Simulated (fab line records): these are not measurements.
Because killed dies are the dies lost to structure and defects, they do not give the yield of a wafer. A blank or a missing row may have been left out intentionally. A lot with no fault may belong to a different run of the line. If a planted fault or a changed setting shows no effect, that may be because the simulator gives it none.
fab line records	flow sky130
record: lots: 6	wafers: 18	lastDay: 50
route steps=708 shown LOCAL_INTERCONNECT@391 CONTACT@406 PAD_OPEN@708
lots that met no fault: taken from a fault-free run of the same line
startH: hours from the record's first day to the start of the lot's first wafer shown	waitH: time in hours since the lot's previous step	" identical to the entry in the row above	L1.1+2: a row that stands for several wafers	- value missing, or start not given	* or withheld: withheld	< > ~ a bound
route shown NAME@n: a module of which the file shows steps, and the number in the route of the first	usual: average and standard deviation across the fault-free wafers	same: alike in all rows	chamber/n: place in a boat	sites: per-site readings	_std_site: standard deviation across them	_edge_site: outer sites' mean less inner sites'	radiusMm: how far each site lies from the wafer's centre	mask NAME#n: copy n	behind: the most recent tool/chamber to have shaped the wafer	hold: what put the lot on hold/how long, in hours/how the hold closed	device: names the non-switching transistor (n, p or np)	end of line: the same wafers' tests at the end of the route	a step without rows: its recipe alone	killed: dies lost to structure and defects at the first sort, not the wafer's yield	map: shows each die of a wafer: x if killed, . if not, _ if none is there
set.NAME: the run value of the setting; set.NAME@STEP: its run value at that earlier step	model.NAME: the simulator's own value behind a step, which no gauge read
certain route steps with their lots: each step a table, each wafer a row
services: when a tool's chamber went out of use (startH, in hours from the record's first day, below 0 if earlier), for how many hours, and the reason
== steps ==
step: SKY_LOCAL_INTERCONNECT_HMDS_04
recipe: primeTimeS: 60	primeTempC: 120
step: SKY_LOCAL_INTERCONNECT_COAT_05
recipe: resist: BARC	tempC: withheld	timeS: withheld	spinRpm: 3000	resistThkNm: 60
step: SKY_LOCAL_INTERCONNECT_COAT_06
recipe: resist: KrF-thick	spinRpm: 3000	resistThkNm: 450
step: SKY_LOCAL_INTERCONNECT_SOFTBAKE_07
recipe: tempC: 100	timeS: 90	resist: KrF-thick
step: SKY_LOCAL_INTERCONNECT_EXPOSE_08
recipe: maskId: LI1M	na: 0.8	sourceShape: annular	sigmaInner: 0.55	sigmaOuter: 0.85	targetCdNm: 170	doseMj: 28
step: SKY_LOCAL_INTERCONNECT_PEB_09
recipe: pebTempC: withheld	pebTimeS: withheld	resist: KrF-thick
step: SKY_LOCAL_INTERCONNECT_DEVELOP_10
recipe: developTimeS: 60	resist: KrF-thick	devTempC: 21
step: SKY_LOCAL_INTERCONNECT_CD_MEAS_11
recipe: targetCdNm: 170
usual: cdNm: 169.9/1.4
lot.wafer	tool	chamber	startH	waitH	cdNm
L114.1	cdSem-02	-	741.74	-	168.3
L114.2	"	-	"	"	167.1
L114.6	"	-	"	"	168.4
L118.1	cdSem-02	-	783.69	-	168.5
L118.2	"	-	"	"	168.2
L118.5	"	-	"	"	168.4
L120.1	cdSem-01	-	790.23	-	171.6
L120.5	"	-	"	"	169.5
L120.6	"	-	"	"	170.0
L122.2	cdSem-02	-	813.24	-	170.5
L122.4	"	-	"	"	169.3
L122.5	"	-	"	"	170.0
L123.1	cdSem-02	-	813.89	-	169.6
L123.2	"	-	"	"	167.4
L123.4	"	-	"	"	167.5
L132.2	cdSem-01	-	890.71	-	168.8
L132.4	"	-	"	"	170.9
L132.6	"	-	"	"	170.7
step: SKY_LOCAL_INTERCONNECT_OVL_MEAS_12
usual: LOCAL_INTERCONNECT_OVL: 0/4.7
lot.wafer	tool	chamber	startH	waitH	LOCAL_INTERCONNECT_OVL[nm]
L114.1	overlay-02	-	741.86	0.1	3
L114.2	"	-	"	"	4
L114.6	"	-	"	"	6
L118.1	overlay-02	-	783.81	0.1	-11
L118.2	"	-	"	"	2
L118.5	"	-	"	"	-5
L120.1	overlay-01	-	790.35	0.1	4
L120.5	"	-	"	"	6
L120.6	"	-	"	"	8
L122.2	overlay-02	-	813.34	0.1	7
L122.4	"	-	"	"	11
L122.5	"	-	"	"	2
L123.1	overlay-02	-	814.01	0.1	4
L123.2	"	-	"	"	7
L123.4	"	-	"	"	3
L132.2	overlay-01	-	890.81	0.1	5
L132.4	"	-	"	"	9
L132.6	"	-	"	"	5
step: SKY_LOCAL_INTERCONNECT_ETCH_13
recipe: chemistry: N2/H2	target: BARC	ionEnergyEv: 200	biasW: 100	pressureMtorr: 30	n2FlowSccm: 100	h2FlowSccm: 200	icpW: 500	stopOn: SiO2	timeS: 45.9	targetDepthA: 600
usual: drypumpMotorCurrentA: 5.64/0.2	heBacksideLeakSccm: 3.21/0.19	oesProductAu: 0.855/0.0051	throttleValvePct: 13.224/0.009
lot.wafer	tool	chamber	startH	waitH	drypumpMotorCurrentA	heBacksideLeakSccm	oesProductAu	rfHoursCounterH	throttleValvePct
L114.1	rieMetal-02	1	741.89	0.0	5.77	3.10	0.859	11	13.220
L114.2	"	0	"	"	5.72	3.23	0.864	0	13.221
L114.6	"	1	"	"	5.77	3.17	0.862	-	13.227
L118.1	rieMetal-03	1	783.84	0.0	5.85	3.33	0.855	12	13.218
L118.2	"	0	"	"	5.67	3.31	0.857	13	13.229
L118.5	"	0	"	"	5.67	3.57	0.852	-	13.221
L120.1	rieMetal-02	0	790.39	0.0	5.74	2.90	0.855	2	13.223
L120.5	"	0	"	"	5.73	3.10	0.864	-	13.214
L120.6	"	1	"	"	5.77	2.98	0.861	-	13.224
L122.2	rieMetal-02	0	813.37	0.0	5.71	3.09	0.864	3	13.225
L122.4	"	1	"	"	5.81	3.16	0.858	-	13.219
L122.5	"	0	"	"	5.71	3.32	0.862	-	13.237
L123.1	rieMetal-04	0	814.04	0.0	5.29	2.95	0.848	15	13.210
L123.2	"	0	"	"	5.31	3.05	0.856	-	13.240
L123.4	"	0	"	"	5.31	2.96	0.858	-	13.233
L132.2	rieMetal-04	0	890.84	0.0	5.29	3.39	0.855	19	13.229
L132.4	"	1	"	"	5.39	3.22	0.851	-	13.230
L132.6	"	1	"	"	5.36	2.97	0.856	-	13.222
step: SKY_LOCAL_INTERCONNECT_METAL_ETCH_14
recipe: targetDepthNm: 110	stopOn: PSG	chemistry: Cl2/BCl3	target: TiN	resistSidewallDeg: 88	pressureMtorr: 10	icpW: 900	biasW: 48.5	Cl2_flow_sccm: 60	bcl3FlowSccm: 30	timeS: 31.4
step: SKY_LOCAL_INTERCONNECT_STRIP_15
recipe: chemistry: O2/N2	powerW: 1400	pressureMtorr: 1500	platenTempC: withheld	o2FlowSccm: 3000	n2FlowSccm: 300	overashFraction: 0.5
step: SKY_LOCAL_INTERCONNECT_STRIP_16
recipe: chemistry: postEtchResidueRemover	timeS: 1200	tempC: 72.5
lot.wafer	tool	chamber	startH	waitH
L114.1+2+6	wetBench-03	1	742.11	0.1
L118.1+2+5	wetBench-03	0	784.06	0.1
L120.1+5+6	wetBench-02	0	790.60	0.1
L122.2+4+5	wetBench-02	2	813.59	0.1
L123.1+2+4	wetBench-02	0	814.37	0.1
L132.2+4+6	wetBench-02	0	891.06	0.1
step: SKY_LOCAL_INTERCONNECT_CLEAN_17
recipe: chemistry: IPA	timeS: 180	tempC: 25
step: SKY_LOCAL_INTERCONNECT_CLEAN_18
recipe: chemistry: O3/DIW	dry: n2Spin
step: SKY_CONTACT_CVD_00
recipe: material: Si3N4	targetThkNm: 75	tempC: 400	timeS: withheld	rfW: 450
step: SKY_CONTACT_THK_MEAS_01
recipe: reads: Si3N4_of_CONTACT_CVD_00
usual: CONTACT_CVD_00_THK: 75.2/1.3
lot.wafer	tool	chamber	startH	waitH	CONTACT_CVD_00_THK[nm]
L114.1	filmMetro-02	-	742.67	-	73.7
L114.2	"	-	"	"	75.4
L114.6	"	-	"	"	74.9
L118.1	filmMetro-02	-	784.65	-	73.3
L118.2	"	-	"	"	73.4
L118.5	"	-	"	"	75.1
L120.1	filmMetro-03	-	791.22	-	76.5
L120.5	"	-	"	"	76.9
L120.6	"	-	"	"	78.0
L122.2	filmMetro-02	-	814.16	-	74.4
L122.4	"	-	"	"	76.1
L122.5	"	-	"	"	74.4
L123.1	filmMetro-01	-	814.94	-	76.4
L123.2	"	-	"	"	75.5
L123.4	"	-	"	"	76.8
L132.2	filmMetro-01	-	891.61	-	75.0
L132.4	"	-	"	"	75.7
L132.6	"	-	"	"	76.0
step: SKY_CONTACT_HDPCVD_02
recipe: material: SiO2	targetThkNm: 565	sigmaOpenFrac: 0.3	timeS: 94.2	tempC: 600	sih4FlowSccm: 62.72	pressureMtorr: 6
step: SKY_CONTACT_THK_MEAS_03
recipe: reads: SiO2_of_CONTACT_HDPCVD_02
usual: CONTACT_HDPCVD_THK: 591/5.9
lot.wafer	tool	chamber	startH	waitH	CONTACT_HDPCVD_THK[nm]
L114.1	filmMetro-02	-	742.80	0.0	587
L114.2	"	-	"	"	589
L114.6	"	-	"	"	584
L118.1	filmMetro-03	-	784.77	0.0	595
L118.2	"	-	"	"	599
L118.5	"	-	"	"	589
L120.1	filmMetro-01	-	791.35	0.0	586
L120.5	"	-	"	"	580
L120.6	"	-	"	"	598
L122.2	filmMetro-03	-	814.29	0.0	594
L122.4	"	-	"	"	591
L122.5	"	-	"	"	598
L123.1	filmMetro-02	-	815.06	0.0	595
L123.2	"	-	"	"	579
L123.4	"	-	"	"	597
L132.2	filmMetro-02	-	891.74	0.0	593
L132.4	"	-	"	"	595
L132.6	"	-	"	"	597
step: SKY_CONTACT_CMP_04
recipe: material: SiO2	downForcePsi: 4	platenRpm: 60	padVelocityMS: 0.94248
usual: motorCurrentA: 12.7/1.2	timeToEndpointS: 89/4.3
lot.wafer	tool	chamber	startH	waitH	motorCurrentA	timeToEndpointS
L114.1	cmp-01	0	742.86	0.1	14.9	92
L114.2	"	2	"	"	12.8	92
L114.6	"	0	"	"	15.2	90
L118.2	cmp-01	2	784.88	0.1	12.4	98
L118.1	"	0	"	"	15.6	93
L118.5	"	2	"	"	12.5	91
L120.1	cmp-02	2	791.46	0.1	10.9	86
L120.5	"	1	"	"	11.8	83
L120.6	"	2	"	"	11.6	84
L122.2	cmp-01	0	814.34	0.0	14.2	93
L122.4	"	1	"	"	13.2	88
L122.5	"	0	"	"	14.6	95
L123.2	cmp-01	2	815.12	0.0	13.0	88
L123.1	"	0	"	"	14.8	91
L123.4	"	1	"	"	12.8	90
L132.2	cmp-02	1	891.84	0.1	11.7	85
L132.4	"	3	"	"	13.1	86
L132.6	"	0	"	"	13.2	86
step: SKY_CONTACT_BOW_MEAS_05
recipe: mode: bow
usual: CONTACT_BOW: 81/6.7
lot.wafer	tool	chamber	startH	waitH	CONTACT_BOW[um]
L114.1	filmMetro-02	-	743.16	0.2	83
L114.2	"	-	"	"	85
L114.6	"	-	"	"	71
L118.1	filmMetro-01	-	785.13	0.1	84
L118.2	"	-	"	"	77
L118.5	"	-	"	"	79
L120.1	filmMetro-01	-	791.71	0.2	87
L120.5	"	-	"	"	90
L120.6	"	-	"	"	77
L122.2	filmMetro-03	-	814.66	0.3	69
L122.4	"	-	"	"	67
L122.5	"	-	"	"	83
L123.1	filmMetro-01	-	815.42	0.1	82
L123.2	"	-	"	"	80
L123.4	"	-	"	"	78
L132.2	filmMetro-01	-	892.11	0.2	83
L132.4	"	-	"	"	76
L132.6	"	-	"	"	79
step: SKY_CONTACT_DEHYDRATE_06
recipe: tempC: 200	timeS: 60
step: SKY_CONTACT_HMDS_07
recipe: primeTimeS: 60	primeTempC: 120
step: SKY_CONTACT_COAT_08
recipe: resist: BARC	tempC: withheld	timeS: withheld	spinRpm: 3000	resistThkNm: 60
step: SKY_CONTACT_COAT_09
recipe: resist: KrF-thick	spinRpm: 3000	resistThkNm: 450
step: SKY_CONTACT_SOFTBAKE_10
recipe: tempC: 100	timeS: 90	resist: KrF-thick
step: SKY_CONTACT_EXPOSE_11
recipe: maskId: CTM1	na: 0.8	sourceShape: annular	sigmaInner: 0.55	sigmaOuter: 0.85	targetCdNm: 170	doseMj: 38
step: SKY_CONTACT_PEB_12
recipe: pebTempC: withheld	pebTimeS: withheld	resist: KrF-thick
step: SKY_CONTACT_DEVELOP_13
recipe: developTimeS: 60	resist: KrF-thick	devTempC: 21
step: SKY_CONTACT_CD_MEAS_14
recipe: targetCdNm: 170
usual: cdNm: 169.8/1.4
lot.wafer	tool	chamber	startH	waitH	cdNm
L114.1	cdSem-02	-	769.63	-	167.7
L114.2	"	-	"	"	168.2
L114.6	"	-	"	"	168.1
L118.1	cdSem-02	-	811.94	-	169.7
L118.2	"	-	"	"	170.2
L118.5	"	-	"	"	168.7
L120.1	cdSem-02	-	818.28	-	172.5
L120.5	"	-	"	"	170.8
L120.6	"	-	"	"	170.7
L122.2	cdSem-01	-	841.49	-	172.0
L122.4	"	-	"	"	172.7
L122.5	"	-	"	"	171.1
L123.1	cdSem-01	-	842.17	-	169.7
L123.2	"	-	"	"	170.1
L123.4	"	-	"	"	168.5
L132.2	cdSem-01	-	917.10	-	169.2
L132.4	"	-	"	"	169.6
L132.6	"	-	"	"	170.0
step: SKY_CONTACT_OVL_MEAS_15
usual: CONTACT_OVL: 3/5.3
lot.wafer	tool	chamber	startH	waitH	CONTACT_OVL[nm]
L114.1	overlay-01	-	769.75	0.1	8
L114.2	"	-	"	"	18
L114.6	"	-	"	"	10
L118.1	overlay-01	-	812.06	0.1	12
L118.2	"	-	"	"	2
L118.5	"	-	"	"	6
L120.1	overlay-02	-	818.40	0.1	-1
L120.5	"	-	"	"	0
L120.6	"	-	"	"	0
L122.2	overlay-02	-	841.59	0.1	9
L122.4	"	-	"	"	3
L122.5	"	-	"	"	12
L123.1	overlay-02	-	842.29	0.1	-8
L123.2	"	-	"	"	8
L123.4	"	-	"	"	3
L132.2	overlay-01	-	917.21	0.1	3
L132.4	"	-	"	"	2
L132.6	"	-	"	"	-5
step: SKY_CONTACT_ETCH_16
recipe: chemistry: N2/H2	target: BARC	ionEnergyEv: 200	sourceW: 500	biasW: 100	pressureMtorr: 30	n2FlowSccm: 100	h2FlowSccm: 200	stopOn: SiO2	timeS: 45.9	targetDepthA: 600
usual: drypumpMotorCurrentA: 5.8/0.5	oesProductAu: 0.855/0.0045	throttleValvePct: 13.225/0.0091
lot.wafer	tool	chamber	startH	waitH	drypumpMotorCurrentA	oesProductAu	rfHoursCounterH	throttleValvePct
L114.1	rieDiel-02	0	769.79	0.0	5.9	0.853	19	13.243
L114.2	"	2	"	"	6.3	0.844	3	13.219
L114.6	"	1	"	"	6.2	0.852	-	13.217
L118.1	rieDiel-02	0	812.09	0.0	5.9	0.861	20	13.233
L118.2	"	3	"	"	4.8	0.864	8	13.232
L118.5	"	3	"	"	4.9	0.859	-	13.212
L120.1	rieDiel-01	3	818.44	0.0	5.3	0.849	5	13.218
L120.5	"	2	"	"	5.9	0.855	-	13.222
L120.6	"	1	"	"	5.7	0.847	-	13.236
L122.2	rieDiel-01	1	841.62	0.0	5.6	0.860	24	13.227
L122.4	"	3	"	"	5.2	0.857	6	13.232
L122.5	"	2	"	"	5.8	0.843	-	13.226
L123.1	rieDiel-02	1	842.32	0.0	6.1	0.852	0	13.218
L123.2	"	0	"	"	5.9	0.849	21	13.225
L123.4	"	2	"	"	6.4	0.853	5	13.222
L132.2	rieDiel-04	2	917.24	0.0	6.4	0.850	15	13.213
L132.4	"	1	"	"	6.3	0.855	-	13.232
L132.6	"	3	"	"	6.1	0.856	-	13.229
step: SKY_CONTACT_ETCH_17
recipe: target: SiO2	chemistry: C4F8/O2/Ar	stopOn: Si3N4	maskMaterial: KrF-thick	sourceW: 1500	biasW: 1200	pressureMtorr: 40	c4f8FlowSccm: withheld	O2_flow_sccm: 6	Ar_flow_sccm: 300	timeS: withheld	targetDepthA: 3400
step: SKY_CONTACT_ETCH_18
recipe: target: Si3N4	chemistry: CHF3/O2	stopOn: TiN	sourceW: 600	biasW: 200	pressureMtorr: 40	chf3FlowSccm: 50	O2_flow_sccm: 5	timeS: 39	targetDepthA: 750
step: SKY_CONTACT_STRIP_19
recipe: chemistry: O2/N2	powerW: 1400	pressureMtorr: 1500	platenTempC: withheld	o2FlowSccm: 3000	n2FlowSccm: 300	overashFraction: 0.5
step: SKY_CONTACT_STRIP_20
recipe: chemistry: postEtchResidueRemover	timeS: 1200	tempC: 72.5
step: SKY_CONTACT_CLEAN_21
recipe: chemistry: IPA	timeS: 180	tempC: 25
step: SKY_CONTACT_CLEAN_22
recipe: chemistry: O3/DIW	dry: n2Spin
step: SKY_CONTACT_SPUTTER_23
recipe: material: TiN	targetThkNm: 20	chamberPressurePa: 5	powerW: 4000	timeS: 80
usual: cathodeDcPowerW: 4000.0/0.75	throttleValvePct: 30.4/1.4
lot.wafer	tool	chamber	startH	waitH	cathodeDcPowerW	throttleValvePct
L114.1	pvdSputter-03	-	770.51	0.0	4000.7	28.9
L114.2	"	-	"	"	4000.6	30.1
L114.6	"	-	"	"	4001.2	29.1
L118.1	pvdSputter-04	-	812.83	0.0	3999.0	28.0
L118.2	"	-	"	"	3999.8	31.2
L118.5	"	-	"	"	4000.3	31.1
L120.1	pvdSputter-03	-	819.17	0.0	4001.7	29.3
L120.5	"	-	"	"	3999.7	29.5
L120.6	"	-	"	"	4000.3	28.9
L122.2	pvdSputter-04	-	842.35	0.0	4000.5	27.9
L122.4	"	-	"	"	4000.0	30.3
L122.5	"	-	"	"	3998.4	30.3
L123.1	pvdSputter-03	-	843.05	0.0	3999.2	28.9
L123.2	"	-	"	"	4001.2	29.9
L123.4	"	-	"	"	4000.6	29.0
L132.2	pvdSputter-01	-	918.39	0.0	4000.7	32.5
L132.4	"	-	"	"	4000.3	32.0
L132.6	"	-	"	"	3998.5	32.1
step: SKY_CONTACT_CVD_24
recipe: material: W	targetThkNm: 340	timeS: 102.12	tempC: 400	pressureTorr: 40
usual: heaterPowerW: 854/95
lot.wafer	tool	chamber	startH	waitH	heaterPowerW
L114.1	cvdW-01	1	770.58	0.0	815
L114.2	"	0	"	"	960
L114.6	"	1	"	"	798
L118.1	cvdW-01	0	812.89	0.0	940
L118.2	"	1	"	"	780
L118.5	"	0	"	"	987
L120.1	cvdW-01	0	819.23	0.0	962
L120.5	"	0	"	"	947
L120.6	"	1	"	"	793
L122.2	cvdW-01	1	842.41	0.0	769
L122.4	"	1	"	"	774
L122.5	"	0	"	"	978
L123.1	cvdW-02	0	843.11	0.0	743
L123.2	"	1	"	"	942
L123.4	"	1	"	"	935
L132.2	cvdW-02	0	918.45	0.0	711
L132.4	"	0	"	"	679
L132.6	"	1	"	"	938
step: SKY_CONTACT_RS_MEAS_25
recipe: thkMeasGauge: four-point-probe	reads: W_of_CONTACT_CVD_24+TiN_of_CONTACT_SPUTTER_23
usual: CONTACT_W_RS: 0.341/0.0038
lot.wafer	tool	chamber	startH	waitH	CONTACT_W_RS[ohm/sq]
L114.1	filmMetro-02	-	770.69	0.1	0.344
L114.2	"	-	"	"	0.344
L114.6	"	-	"	"	0.344
L118.1	filmMetro-02	-	813.00	0.1	0.338
L118.2	"	-	"	"	0.338
L118.5	"	-	"	"	0.341
L120.1	filmMetro-01	-	819.34	0.1	0.345
L120.5	"	-	"	"	0.344
L120.6	"	-	"	"	0.344
L122.2	filmMetro-02	-	842.54	0.1	0.335
L122.4	"	-	"	"	0.335
L122.5	"	-	"	"	0.337
L123.1	filmMetro-03	-	843.22	0.1	0.343
L123.2	"	-	"	"	0.349
L123.4	"	-	"	"	0.348
L132.2	filmMetro-02	-	918.58	0.1	0.342
L132.4	"	-	"	"	0.340
L132.6	"	-	"	"	0.342
step: SKY_CONTACT_THK_MEAS_26
recipe: thkMeasGauge: xrf	reads: W_of_CONTACT_CVD_24
usual: CONTACT_W_THK: 346/4.5
lot.wafer	tool	chamber	startH	waitH	CONTACT_W_THK[nm]
L114.1	filmMetro-02	-	770.81	0.1	343
L114.2	"	-	"	"	342
L114.6	"	-	"	"	342
L118.1	filmMetro-02	-	813.12	0.1	349
L118.2	"	-	"	"	350
L118.5	"	-	"	"	344
L120.1	filmMetro-01	-	819.46	0.1	341
L120.5	"	-	"	"	341
L120.6	"	-	"	"	338
L122.2	filmMetro-02	-	842.65	0.1	354
L122.4	"	-	"	"	355
L122.5	"	-	"	"	352
L123.1	filmMetro-03	-	843.34	0.1	344
L123.2	"	-	"	"	339
L123.4	"	-	"	"	338
L132.2	filmMetro-02	-	918.69	0.1	347
L132.4	"	-	"	"	346
L132.6	"	-	"	"	346
step: SKY_PAD_OPEN_PROBE_99
usual: killed_at_M0_to_M3: 43/6.3	killed_at_M4_up: 3.3/1.7	killedAtContacts: 24/5.4	killedAtFrontEnd: 16/4.6	killedAtOther: 0.4/0.7	killedDies: 87/9.4	killedOpen: 47/6.9	killedShort: 39/6.1
same: grossDies: 492	killedAtBackSide: 0
lot.wafer	tool	chamber	startH	waitH	killed_at_M0_to_M3	killed_at_M4_up	killedAtContacts	killedAtFrontEnd	killedAtOther	killedDies	killedOpen	killedShort
L114.1	prober-02	-	1103.45	0.1	49	8	14	14	0	85	39	44
L114.2	prober-02	-	1103.50	0.1	41	2	25	24	1	93	54	39
L114.6	prober-02	-	1103.70	0.2	40	5	24	9	0	78	40	38
L118.1	prober-02	-	1134.61	0.1	32	3	16	17	0	68	32	36
L118.2	prober-02	-	1134.66	0.1	43	2	24	7	1	77	50	27
L118.5	prober-02	-	1134.81	0.2	44	3	30	13	1	91	42	49
L122.2	prober-02	-	1156.90	0.1	42	4	48	15	1	110	40	45
L122.4	prober-02	-	1157.00	0.2	40	4	57	17	0	118	54	41
L122.5	prober-02	-	1157.05	0.2	43	4	54	12	0	113	54	35
L123.1	prober-01	-	1156.97	0.1	34	2	75	12	1	124	50	32
L123.2	prober-01	-	1157.02	0.1	41	2	62	17	0	122	48	36
L123.4	prober-01	-	1157.12	0.2	46	2	72	19	0	139	56	44
L132.2	prober-01	-	1204.03	0.1	49	2	18	6	0	75	43	32
L132.4	prober-01	-	1204.13	0.2	31	2	27	24	0	84	38	46
L132.6	prober-01	-	1204.23	0.2	37	5	27	13	0	82	42	39
killed by level:class
L114.1 METAL1:geometricParticle:short=11 VIA1:geometricParticle:open=10 METAL2:geometricParticle:short=7 LI_CONTACT:geometricParticle:open=5 VIA1:geometricParticle:short=5 CONTACT:geometricParticle:short=5 FIELD_ISO:geometricParticle:open=4 VIA3:geometricParticle:open=4
L114.2 CONTACT:geometricParticle:open=12 VIA1:geometricParticle:open=9 METAL1:geometricParticle:short=8 VIA2:geometricParticle:open=8 FIELD_ISO:geometricParticle:open=7 LI_CONTACT:geometricParticle:open=7 FIELD_ISO:geometricParticle:short=5 POLY_GATE:geometricParticle:short=5
L114.6 VIA1:geometricParticle:open=10 LI_CONTACT:geometricParticle:open=9 CONTACT:geometricParticle:open=7 METAL2:geometricParticle:short=7 METAL1:geometricParticle:short=6 FIELD_ISO:geometricParticle:short=5 METAL4:geometricParticle:short=5 VIA3:geometricParticle:open=4
L118.1 VIA1:geometricParticle:open=7 METAL2:geometricParticle:short=6 CONTACT:geometricParticle:open=6 VIA2:geometricParticle:open=6 FIELD_ISO:geometricParticle:open=4 POLY_GATE:geometricParticle:short=4 LI_CONTACT:geometricParticle:open=3 CONTACT:geometricParticle:short=3
L118.2 VIA1:geometricParticle:open=11 LI_CONTACT:geometricParticle:open=9 VIA2:geometricParticle:open=9 CONTACT:geometricParticle:open=6 VIA3:geometricParticle:open=6 CONTACT:geometricParticle:short=4 METAL2:geometricParticle:short=4 LOCAL_INTERCONNECT:geometricParticle:short=3
L118.5 CONTACT:geometricParticle:open=11 VIA2:geometricParticle:open=9 METAL1:geometricParticle:short=8 CONTACT:geometricParticle:short=7 VIA1:geometricParticle:open=6 VIA3:geometricParticle:open=6 LI_CONTACT:geometricParticle:open=5 LI_CONTACT:geometricParticle:short=5
L122.2 LOCAL_INTERCONNECT:unspecified=22 CONTACT:geometricParticle:open=9 VIA1:geometricParticle:open=9 LI_CONTACT:geometricParticle:open=6 METAL1:geometricParticle:short=6 CONTACT:geometricParticle:short=5 VIA3:geometricParticle:open=5 VIA1:geometricParticle:short=5
L123.1 LOCAL_INTERCONNECT:unspecified=40 CONTACT:geometricParticle:open=12 LI_CONTACT:geometricParticle:open=8 VIA2:geometricParticle:open=8 CONTACT:geometricParticle:short=7 METAL1:geometricParticle:short=6 LOCAL_INTERCONNECT:geometricParticle:short=5 VIA1:geometricParticle:open=5
L122.4 LOCAL_INTERCONNECT:unspecified=22 LI_CONTACT:geometricParticle:open=15 VIA1:geometricParticle:open=10 CONTACT:geometricParticle:open=9 CONTACT:geometricParticle:short=7 METAL1:geometricParticle:short=5 VIA1:geometricParticle:short=5 METAL3:geometricParticle:short=5
L123.2 LOCAL_INTERCONNECT:unspecified=37 CONTACT:geometricParticle:open=12 LI_CONTACT:geometricParticle:open=7 VIA3:geometricParticle:open=7 VIA1:geometricParticle:open=7 METAL1:geometricParticle:short=5 FIELD_ISO:geometricParticle:short=4 POLY_GATE:geometricParticle:short=4
L122.5 LOCAL_INTERCONNECT:unspecified=22 CONTACT:geometricParticle:open=13 VIA1:geometricParticle:open=10 VIA3:geometricParticle:open=10 METAL2:geometricParticle:short=7 LI_CONTACT:geometricParticle:open=7 LOCAL_INTERCONNECT:geometricParticle:short=5 VIA2:geometricParticle:open=5
L123.4 LOCAL_INTERCONNECT:unspecified=38 CONTACT:geometricParticle:open=17 METAL2:geometricParticle:short=11 VIA1:geometricParticle:open=10 LI_CONTACT:geometricParticle:open=8 METAL1:geometricParticle:short=8 VIA3:geometricParticle:open=6 FIELD_ISO:geometricParticle:open=5
L132.2 VIA1:geometricParticle:open=10 CONTACT:geometricParticle:open=8 VIA3:geometricParticle:open=8 METAL1:geometricParticle:short=8 METAL2:geometricParticle:short=7 METAL2:geometricParticle:open=5 VIA2:geometricParticle:open=5 LI_CONTACT:geometricParticle:open=4
L132.4 VIA3:geometricParticle:open=9 FIELD_ISO:geometricParticle:open=8 LI_CONTACT:geometricParticle:open=7 FIELD_ISO:geometricParticle:short=6 LOCAL_INTERCONNECT:geometricParticle:short=6 CONTACT:geometricParticle:short=6 POLY_GATE:geometricParticle:short=5 CONTACT:geometricParticle:open=5
L132.6 LI_CONTACT:geometricParticle:open=11 VIA3:geometricParticle:open=9 CONTACT:geometricParticle:open=7 CONTACT:geometricParticle:short=5 METAL1:geometricParticle:short=5 METAL2:geometricParticle:short=5 VIA2:geometricParticle:open=5 POLY_GATE:geometricParticle:short=4
map L122.4 (x killed, . not)
__________.......x.._________
________....x..x......_______
______.x....x.....x..x.x_____
_____..xx................____
____.....x..............x.___
___......xx.x..x...x.......__
__.....x.........x.xx......x_
_.......x..x.x....x.........x
_..x..........xxx..x.........
_...xx.xx...xxx..x.x.......xx
_..x.x......x......xx.x...x..
_x.x...........x.x.x.x.....x.
_xxxxx.x...xx...........xx...
_xxxxx.................x.x...
_xxxxx.......x..x.........x.x
__xxxxx.xxx..x..x.x......x.._
___xxx.x....x..x........x..__
____xx.x.xx....x.x........___
_____x...xx............x.____
______.........x..x....._____
________..x...x......._______
__________.x........_________
map L123.4 (x killed, . not)
__________...xx..x.._________
________x......xx.x..x_______
______.x..x.x.....x....._____
_____..x....x............____
____..x..xx...x...xx...x.x___
___x.......xxx.x....x.x...x__
__.xx.xx.x.x..........xxxxxx_
_x..........xx.........xxxxxx
_..xx..x..x..x..x..xx.xxxxxxx
_...x..x.x.......xx..xxxxxxxx
_x......x....x..x....xxxxxxxx
_............x...x..xxx.x.xx.
_.....x...x..x........x...x.x
_..................x.x..x.x..
_x....x.x..x...........xxx...
__....x...x.x....x.........._
___............x.xx.....x..__
____........x..x.....x...x___
_____.x.....x.......x...x____
______....x......xx....._____
________......x.....xx_______
__________......x..._________
== services ==
tool	chamber	startH	hours	kind
rieDiel-01	3	718.70	6.3	repair
cvdW-01	-	721.13	0.6	repair
cmp-02	-	725.05	5.5	repair
pvdSputter-03	-	727.97	2.6	repair
cvdW-02	-	731.80	0.9	repair
wetBench-02	-	732.03	3.0	repair
cmp-02	-	744.00	4.0	pm
cmp-01	-	747.36	2.3	repair
rieMetal-02	-	758.10	1.4	pm
cmp-02	-	767.86	0.8	repair
rieDiel-02	2	804.39	4.2	repair
rieMetal-04	1	804.66	14.9	repair
cmp-02	-	811.29	5.5	pm
rieDiel-02	-	826.44	15.6	pm
rieMetal-04	-	828.11	1.4	pm
rieDiel-02	-	848.84	0.4	repair
cvdW-01	-	851.67	2.8	pm
wetBench-02	-	856.45	1.9	pm
pvdSputter-03	-	860.00	0.5	repair
rieDiel-02	3	864.32	3.3	repair
cmp-01	-	879.76	11.5	repair
rieDiel-02	-	904.30	0.5	repair
cmp-01	-	904.95	2.4	repair
cmp-01	-	912.00	4.0	pm
== key ==
firstSign: step: SKY_PAD_OPEN_PROBE_99	reading: killedAtContacts	direction: up	sigmas: 6.8	usual: 24	struck: 61
effect: step: SKY_PAD_OPEN_PROBE_99	reading: killedDies	direction: up	sigmas: 3.6	usual: 87	struck: 121
metAt SKY_LOCAL_INTERCONNECT_STRIP_16
struckWafers L122.2,L122.4,L122.5,L123.1,L123.2,L123.4
testerLeftOut L122,L123
onsetBetween 790.60 813.59
alsoFits SKY_CONTACT_CMP_04:cmp-01
fault: kind: chamberParticleSource	tool: wetBench-02	chamber: -	onsetH: 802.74	steps: SKY_LOCAL_INTERCONNECT_STRIP_16	ratePerVisitCm2: 0.48966	endH: 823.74
testerLeftOut: of these lots the tester's yield and bins aren't shown, on N5 and GAA mostly nor the transistor test; their killed dies are dies lost to structure and defects alone, not to doping, threshold or leakage, so they don't give the yield
